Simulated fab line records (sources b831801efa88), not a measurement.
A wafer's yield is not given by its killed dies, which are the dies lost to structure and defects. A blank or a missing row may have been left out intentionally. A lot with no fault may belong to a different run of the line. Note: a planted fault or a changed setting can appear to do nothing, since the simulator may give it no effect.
A struck lot beside a sound one    flow sky130    38 out of 708 route steps
Sound: the wafers L262.1, L262.3, L262.5. Struck: wafer L264.3 (L264.4, L264.6, from the same lot, were not struck and are left out); the cause is given at the end.
For every step that has rows: the tool of each side, followed by ch and its chambers, followed by its first start. Under that, the readings that differ: sound wafers    struck wafers    difference of the means    sigmas: that difference in standard deviations of wafers without a fault.
alike: readings whose means differ by less than 2 such deviations, and words and numbers that are the same on both sides. not compared: withheld readings, readings that some wafer has no value for, bounds like >300 that may hide the same value, and numbers for which the record gives no deviation and whose values overlap.
A row with sigmas, a row that says differs or no value, or rows on one side alone: a step with any of these is where the two part. Non-overlapping numbers with no deviation appear without sigmas and do not part them. A reading that every wafer of one side lacks parts them only if that side has two wafers or more.

first, 9 steps without rows for these wafers: SKY_VIA2_SPUTTER_20 (material TiN, target thk 20 nm, time 80 s); SKY_VIA2_CVD_21 (deposits W, target thk 420 nm, time 126.4 s); SKY_VIA2_CMP_24 (polishes, stops on SiO2, t overpolish 20 s, target thk 0 nm); SKY_METAL3_SPUTTER_00 (material Ti, target thk 15 nm, time 10 s); SKY_METAL3_SPUTTER_01 (material TiN, target thk 20 nm, time 16.7 s); SKY_METAL3_SPUTTER_02 (material AlCu, target thk 735 nm, time 39.1 s); SKY_METAL3_SPUTTER_03 (material Ti, target thk 5 nm, time 3.3 s); SKY_METAL3_SPUTTER_04 (material TiN, target thk 70 nm, time 58.3 s); SKY_CAPM_CVD_00 (deposits SiO2, target thk 15.5 nm).
SKY_CAPM_SPUTTER_02: material TiN, target thk 200 nm, time 166.7 s.
  sound: pvd_sputter-04 at day 40 03:23; struck: pvd_sputter-04 at day 41 04:14
reading                                   sound                 struck  difference  sigmas
cathode_dc_power_W (W)                    6499.8 6501.1 6498.9  7322.3  +822.4      +99 or more
model.TiN_of_CAPM_SPUTTER_02.thk_nm (nm)  203.1 202.6 202.3     227.2   +24.5       
  alike: chamber_pressure_pa, throttle_valve_pct
SKY_CAPM_RS_MEAS_03: measurement is done with a four-point probe.
  sound: film_metro-04 at day 40 03:29; struck: film_metro-04 at day 41 04:23
reading               sound           struck  difference  sigmas
CAPM_TIN_RS (ohm/sq)  6.80 6.81 6.84  6.07    -0.75       -10
SKY_CAPM_THK_MEAS_04: measures by xrf.
  sound: film_metro-04 at day 40 03:37; struck: film_metro-04 at day 41 04:29
reading            sound              struck  difference  sigmas
CAPM_TIN_THK (nm)  202.9 202.0 201.6  224.7   +22.5       +9
then, 7 steps without rows for these wafers: SKY_CAPM_DEHYDRATE_05 (time 60 s); SKY_CAPM_HMDS_06 (prime time 60 s); SKY_CAPM_COAT_07 (resist thk 1140 nm); SKY_CAPM_SOFTBAKE_08 (time 60 s); SKY_CAPM_EXPOSE_09 (exposes mask CAPM, target cd 1000 nm); SKY_CAPM_PEB_10; SKY_CAPM_DEVELOP_11 (develop time 60 s).
SKY_CAPM_METAL_ETCH_13: etches TiN in Cl2/BCl3, stops on SiO2, target depth 220 nm, time 62.9 s.
  sound on rie_metal-02 ch 0,1, day 41 04:25; struck on rie_metal-04 ch 0, day 42 04:28
reading                 sound                 struck  difference  sigmas
oes_product_au (a.u.)   0.950 0.954 0.946     1.012   +0.062      +8
throttle_valve_pct (%)  21.899 21.920 21.899  21.862  -0.044      -4
  alike: drypump_motor_current_A
  not compared: rf_hours_counter_h
then, 16 steps without rows for these wafers: SKY_CAPM_STRIP_14 (strips in O2/N2); SKY_CAPM_STRIP_15 (strips in post etch residue remover, time 1200 s); SKY_CAPM_CLEAN_16 (cleans in IPA, time 180 s); SKY_CAPM_CLEAN_17 (cleans in O3/DIW); SKY_METAL3_DEHYDRATE_05 (time 60 s); SKY_METAL3_HMDS_06 (prime time 60 s); SKY_METAL3_COAT_07 (resist thk 60 nm); SKY_METAL3_COAT_08 (resist thk 1140 nm); SKY_METAL3_SOFTBAKE_09 (time 90 s); SKY_METAL3_EXPOSE_10 (exposes mask MM3, target cd 300 nm); SKY_METAL3_PEB_11; SKY_METAL3_DEVELOP_12 (develop time 60 s); SKY_METAL3_DESCUM_15 (chemistry O2, time 8 s); SKY_METAL3_ETCH_16 (etches BARC in N2/H2, stops on SiO2, time 88.2 s, target depth 60 nm); SKY_METAL3_ETCH_17 (etches SiO2 in C4F8/O2/Ar, stops on TiN, time 3.9 s, target depth 15 nm); SKY_METAL3_METAL_ETCH_18 (etches the open film in Cl2/BCl3, stops on SiO2, target depth 845 nm, time 183.1 s).
SKY_METAL3_STRIP_20: strips in post etch residue remover, time 1200 s.
  sound on wet_bench-03 ch 3, day 42 05:27; struck on wet_bench-04 ch 3, day 43 04:38
reading                                   sound              struck  difference  sigmas
model.TiN_of_CAPM_SPUTTER_02.thk_nm (nm)  202.3 201.8 201.4  226.4   +24.6       
  alike: bath_heat_duty_pct
-- the record jumps here: 6 days lie between the struck wafers' starts before and after (it left off in module METAL3 and takes up again in module PAD_OPEN, whose first step shown is number 708 of the route) --
SKY_PAD_OPEN_PROBE_99:
  sound: prober-01 at day 48 10:34; struck: prober-01 at day 49 04:55
reading                                sound                 struck    difference  sigmas
defect_limited_yield (%)               80.3 81.1 83.1        70.5      -11.0       -6
killed_at_M0_to_M3                     53 50 50              36        -15         -2
killed_at_other                        0 0 0                 69        +69         +99 or more
killed_dies                            97 93 83              145       +54         +6
killed_short                           45 43 35              28        -13         -2
model.etest.tester.sort_n_pass         395 399 409           244       -157        
model.etest.tester.sort_yield_pct (%)  80.28 81.1 83.13      49.59     -31.91      
model.etest.tester.sort_bin_5_pct (%)  12.2 9.35 10.37       29.47     +18.83      
model.etest.via3_chain.rc_ohm          9.549 10.67 9.902     23.01     +12.97      
model.etest.tester.sort_bin_3_pct (%)  0.813 0.4065 1.016    14.23     +13.48      
model.etest.cap_mim.leak_log10_a_cm2   -9.035 -8.994 -8.828  -4.097    +4.855      
model.etest.cap_mim.plate_ohm_sq       5.908 5.96 5.966      5.248     -0.697      
model.etest.tester.sort_bin_8_pct (%)  0 0 0                 5.16e-07  +5.16e-07   
  alike: killed_at_M4_up, killed_at_contacts, killed_at_front_end, killed_open

WHERE THEY PART
First at SKY_CAPM_SPUTTER_02; last, within this record, at SKY_PAD_OPEN_PROBE_99.

WHY: whatever the simulator had introduced
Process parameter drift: pvd_sputter-04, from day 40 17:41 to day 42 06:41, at SKY_CAPM_SPUTTER_02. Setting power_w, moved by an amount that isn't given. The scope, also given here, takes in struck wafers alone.
